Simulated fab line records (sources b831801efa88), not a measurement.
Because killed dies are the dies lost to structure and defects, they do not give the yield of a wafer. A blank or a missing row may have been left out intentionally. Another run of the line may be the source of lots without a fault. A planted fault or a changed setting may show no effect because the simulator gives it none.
What tool caused it? :: flow sky130 :: Sampling: 7 lots, 21 wafers, 2 of 708 route steps

== WHAT THE GAUGES SHOWED, per wafer ==
SKY_CAPM_RS_MEAS_03: uses a four-point probe to measure.
lot: L884
measured: day 36 18:57
on: film metro-04
CAPM_TIN_RS (ohm/sq): 7.12 7.05 7.07

lot: L887
measured: day 38 00:28
on: film metro-03
CAPM_TIN_RS (ohm/sq): 6.93 6.29 6.92 6.92 6.28 6.92

lot: L895
measured: day 40 08:44
on: film metro-03
CAPM_TIN_RS (ohm/sq): 6.72 6.76 6.74

lot: L898
measured: day 40 21:40
on: film metro-02
CAPM_TIN_RS (ohm/sq): 7.04 6.84 6.94

lot: L900
measured: day 41 16:56
on: film metro-03
CAPM_TIN_RS (ohm/sq): 6.82 6.76 6.80

lot: L902
measured: day 42 04:22
on: film metro-03
CAPM_TIN_RS (ohm/sq): 6.87 6.77 6.79

lot: L904
measured: day 42 17:49
on: film metro-02
CAPM_TIN_RS (ohm/sq): 6.86 6.71 6.89

== TOOL THAT RAN EACH LOT (tool first, then ch and the chambers of the sampled wafers, then the start) ==
lot: L884
SKY_CAPM_SPUTTER_02: pvd sputter-04, day 36 18:51

lot: L887
SKY_CAPM_SPUTTER_02: pvd sputter-04, day 38 00:22

lot: L895
SKY_CAPM_SPUTTER_02: pvd sputter-02, day 40 08:38

lot: L898
SKY_CAPM_SPUTTER_02: pvd sputter-04, day 40 21:33

lot: L900
SKY_CAPM_SPUTTER_02: pvd sputter-04, day 41 16:49

lot: L902
SKY_CAPM_SPUTTER_02: pvd sputter-04, day 42 04:16

lot: L904
SKY_CAPM_SPUTTER_02: pvd sputter-01, day 42 17:41
- SKY_CAPM_SPUTTER_02: material TiN, target thk 200 nm, time 166.7 s.

== THE ANSWER, worked out from the rows above alone ==
Rule: the usual values come from the lots themselves. The widest of any qualifying gaps counts: lots, ordered by their means at a reading, are off when they make up no more than a third of the lots, leave a main group of 4 or more, and stand apart from it by 3 or more times the standard deviation of that group's means. Not used: any main group whose means are identical at the precision the tables above print for the reading. A lot without any number at a reading at which 4 lots or more have one is off too. Any other lot the step has rows for is counted as sound.
Across all readings shown, no lot is off: no conclusion can be drawn from this.

== WHAT WAS PUT IN BY THE SIMULATOR ==
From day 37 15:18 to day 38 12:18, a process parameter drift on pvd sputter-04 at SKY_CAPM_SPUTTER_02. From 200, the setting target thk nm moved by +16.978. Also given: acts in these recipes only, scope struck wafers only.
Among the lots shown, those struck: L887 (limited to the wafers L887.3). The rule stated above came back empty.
